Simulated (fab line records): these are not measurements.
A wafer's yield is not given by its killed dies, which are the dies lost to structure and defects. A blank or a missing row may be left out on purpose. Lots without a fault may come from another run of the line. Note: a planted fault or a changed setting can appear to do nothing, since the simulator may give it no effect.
fab line records ; flow sky130
record lots=11; wafers=31; last-day=50
route steps=708 shown VIA3@573 PAD_OPEN@708
lots that met no fault: taken from a fault-free run of the same line
start-h: hours from the record's first day to the start of the lot's first wafer shown ; wait-h: hours since the lot's step before ; " identical to the entry in the row above ; L1.1+2: one row covering several wafers at once ; - either no value or no given start ; * or withheld: withheld ; < > ~ a bound
route shown NAME@n: NAME is a module with steps in the file, n the number in the route of the first one ; usual: mean/standard deviation of fault-free wafers ; same: alike in all rows ; chamber/n: place in a boat ; sites: per-site readings ; _std_site: their standard deviation ; _edge_site: the outer-site mean with the inner-site mean subtracted ; radius-mm: for every site, how far away it sits from the centre of the wafer ; mask NAME#n: copy n ; behind: the last tool/chamber to shape the wafer ; hold: what put the lot on hold/how long, in hours/how the hold closed ; device: whichever transistor did not switch (one of n, p or np) ; end of line: the tests these same wafers got at the end of their route ; a step given without rows: its recipe and nothing more ; killed: at the first sort, the dies lost to defects and structure; wafer yield is something else ; map: shows each die of a wafer: x if killed, . if not, _ if none is there
set.NAME: the setting the step ran with; set.NAME@STEP: the setting that earlier step ran with ; model.NAME: the simulator's own value behind a step, which no gauge read
route steps across a sampled set of lots; one table per step, one row per wafer
services: the hour from which a tool's chamber was out of use, counted from the record's first day as start-h (under 0 if before that day), plus the number of hours and why
## steps
# step SKY_VIA3_HDPCVD_00
# recipe material=SiO2; target-thk-nm=1635; sigma-open-frac=0.3; time-s=272.5; temp-c=400; sih4-flow-sccm=60; pressure-mtorr=6
# usual run-length-s=300.5/0.56
lot.wafer;tool;chamber;start-h;wait-h;run-length-s
L895.2;hdpcvd-01;0;917.50;0.0;301.3
L895.3;hdpcvd-01;1;917.50;0.0;300.1
L895.6;hdpcvd-01;1;917.50;0.0;299.5
L896.3;hdpcvd-02;1;928.91;0.0;300.9
L896.5;hdpcvd-02;1;928.91;0.0;301.2
L896.6;hdpcvd-02;2;928.91;0.0;300.9
L897.1;hdpcvd-01;0;930.65;0.0;300.8
L897.2;hdpcvd-01;2;930.65;0.0;300.3
L897.4;hdpcvd-01;0;930.65;0.0;301.2
L898.2;hdpcvd-01;1;933.71;0.0;299.7
L898.5;hdpcvd-01;0;933.71;0.0;300.7
L898.6;hdpcvd-01;1;933.71;0.0;299.6
L899.4;hdpcvd-02;0;944.39;0.1;300.2
L899.5;hdpcvd-02;2;944.39;0.1;301.0
L899.6;hdpcvd-02;1;944.39;0.1;300.6
L900.1;hdpcvd-02;1;962.76;0.0;300.8
L900.2;hdpcvd-02;0;962.76;0.0;300.0
L900.3;hdpcvd-02;2;962.76;0.0;301.1
L905.2;hdpcvd-01;1;995.95;0.0;250.4
L905.3;hdpcvd-01;2;995.95;0.0;300.5
L908.3;hdpcvd-01;1;1003.07;0.0;299.5
L908.5;hdpcvd-01;2;1003.07;0.0;250.8
L911.1;hdpcvd-02;0;1017.67;0.0;300.2
L911.2;hdpcvd-02;2;1017.67;0.0;301.4
L911.3;hdpcvd-02;2;1017.67;0.0;301.0
L912.1;hdpcvd-02;0;1024.10;0.0;300.2
L912.2;hdpcvd-02;2;1024.10;0.0;301.1
L912.4;hdpcvd-02;2;1024.10;0.0;301.1
L918.2;hdpcvd-02;1;1058.42;0.0;301.0
L918.3;hdpcvd-02;0;1058.42;0.0;300.7
L918.4;hdpcvd-02;0;1058.42;0.0;300.1
# step SKY_VIA3_THK_MEAS_01
# recipe reads=SiO2_of_VIA3_HDPCVD_00
# usual VIA3_HDPCVD_THK=1638/20
lot.wafer;tool;chamber;start-h;wait-h;VIA3_HDPCVD_THK[nm]
L895.2;film-metro-02;-;917.68;0.1;1656
L895.3;film-metro-02;-;917.68;0.1;1661
L895.6;film-metro-02;-;917.68;0.1;1634
L896.3;film-metro-02;-;929.10;0.1;1655
L896.5;film-metro-02;-;929.10;0.1;1648
L896.6;film-metro-02;-;929.10;0.1;1677
L897.1;film-metro-02;-;930.82;0.1;1670
L897.2;film-metro-02;-;930.82;0.1;1629
L897.4;film-metro-02;-;930.82;0.1;1668
L898.2;film-metro-03;-;933.89;0.1;1630
L898.5;film-metro-03;-;933.89;0.1;1633
L898.6;film-metro-03;-;933.89;0.1;1617
L899.4;film-metro-01;-;944.50;0.0;1648
L899.5;film-metro-01;-;944.50;0.0;1669
L899.6;film-metro-01;-;944.50;0.0;1648
L900.1;film-metro-03;-;962.93;0.1;1654
L900.2;film-metro-03;-;962.93;0.1;1656
L900.3;film-metro-03;-;962.93;0.1;1667
L905.2;film-metro-02;-;996.13;0.1;1330
L905.3;film-metro-02;-;996.13;0.1;1609
L908.3;film-metro-03;-;1003.26;0.1;1640
L908.5;film-metro-03;-;1003.26;0.1;1324
L911.1;film-metro-01;-;1017.92;0.2;1658
L911.2;film-metro-01;-;1017.92;0.2;1673
L911.3;film-metro-01;-;1017.92;0.2;1658
L912.1;film-metro-01;-;1024.27;0.1;1657
L912.2;film-metro-01;-;1024.27;0.1;1642
L912.4;film-metro-01;-;1024.27;0.1;1654
L918.2;film-metro-03;-;1058.60;0.1;1677
L918.3;film-metro-03;-;1058.60;0.1;1629
L918.4;film-metro-03;-;1058.60;0.1;1653
# step SKY_PAD_OPEN_PROBE_99
# usual defect-limited-yield=82.5/1.9; killed_at_M0_to_M3=43/6.8; killed_at_M4_up=3.0/1.6; killed-at-contacts=25/6; killed-at-front-end=15/4.4; killed-at-other=0.3/0.52; killed-dies=86/9.6; killed-open=47/6.7; killed-short=39/6.8; sort_bin_3_pad_short=0.9/0.43; sort_bin_5_function=10.3/1.5; sort_bin_6_memory=6.3/1.1; sort-n-pass=406/9.6; sort-yield-pct=82.5/1.9
# same gross-dies=492; killed-at-back-side=0; sort_bin_4_leakage[%]=0; sort_bin_8_speed[%]=0
lot.wafer;tool;chamber;start-h;wait-h;defect-limited-yield[%];killed_at_M0_to_M3;killed_at_M4_up;killed-at-contacts;killed-at-front-end;killed-at-other;killed-dies;killed-open;killed-short;sort_bin_3_pad_short[%];sort_bin_5_function[%];sort_bin_6_memory[%];sort-n-pass;sort-yield-pct[%]
L905.2;prober-02;-;1154.40;0.1;85.0;35;2;20;17;0;74;43;31;0.6;8.9;5.5;418;85.0
# killed by level:class
L905.2 FIELD_ISO:geometric-particle:open=7 CONTACT:geometric-particle:open=7 VIA3:geometric-particle:open=7 VIA1:geometric-particle:short=6 VIA1:geometric-particle:open=6 VIA2:geometric-particle:open=6 POLY_GATE:geometric-particle:open=4 LI_CONTACT:geometric-particle:open=4
## services
tool;chamber;start-h;hours;kind
hdpcvd-02;-;906.37;14.6;pm
hdpcvd-01;-;950.25;15.0;pm
hdpcvd-01;0;950.25;15.0;vent-cycle
hdpcvd-01;1;950.25;15.0;vent-cycle
hdpcvd-01;2;950.25;15.0;vent-cycle
hdpcvd-01;0;965.25;-;clean
hdpcvd-01;1;965.25;-;clean
hdpcvd-01;2;965.25;-;clean
hdpcvd-02;0;969.72;3.0;repair
hdpcvd-02;2;989.88;12.0;repair
hdpcvd-02;1;1007.57;10.5;repair
hdpcvd-02;0;1019.44;2.4;repair
## key
first-sign step=SKY_VIA3_HDPCVD_00; reading=run-length-s; direction=down; sigmas=90; usual=*; struck=*
effect step=SKY_VIA3_THK_MEAS_01; reading=VIA3_HDPCVD_THK; direction=down; sigmas=16; usual=1638; struck=1327
met-at SKY_VIA3_HDPCVD_00
struck-lots L905,L908
struck-wafers L905.2,L908.5
onset-between 933.71 995.95
fault kind=process-parameter-drift; tool=hdpcvd-01; chamber=-; onset-h=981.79; steps=SKY_VIA3_HDPCVD_00; channel=time-s; offset=*; shape=step; end-h=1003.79; scope=struck-wafers-only; acts-in=*; stated=*
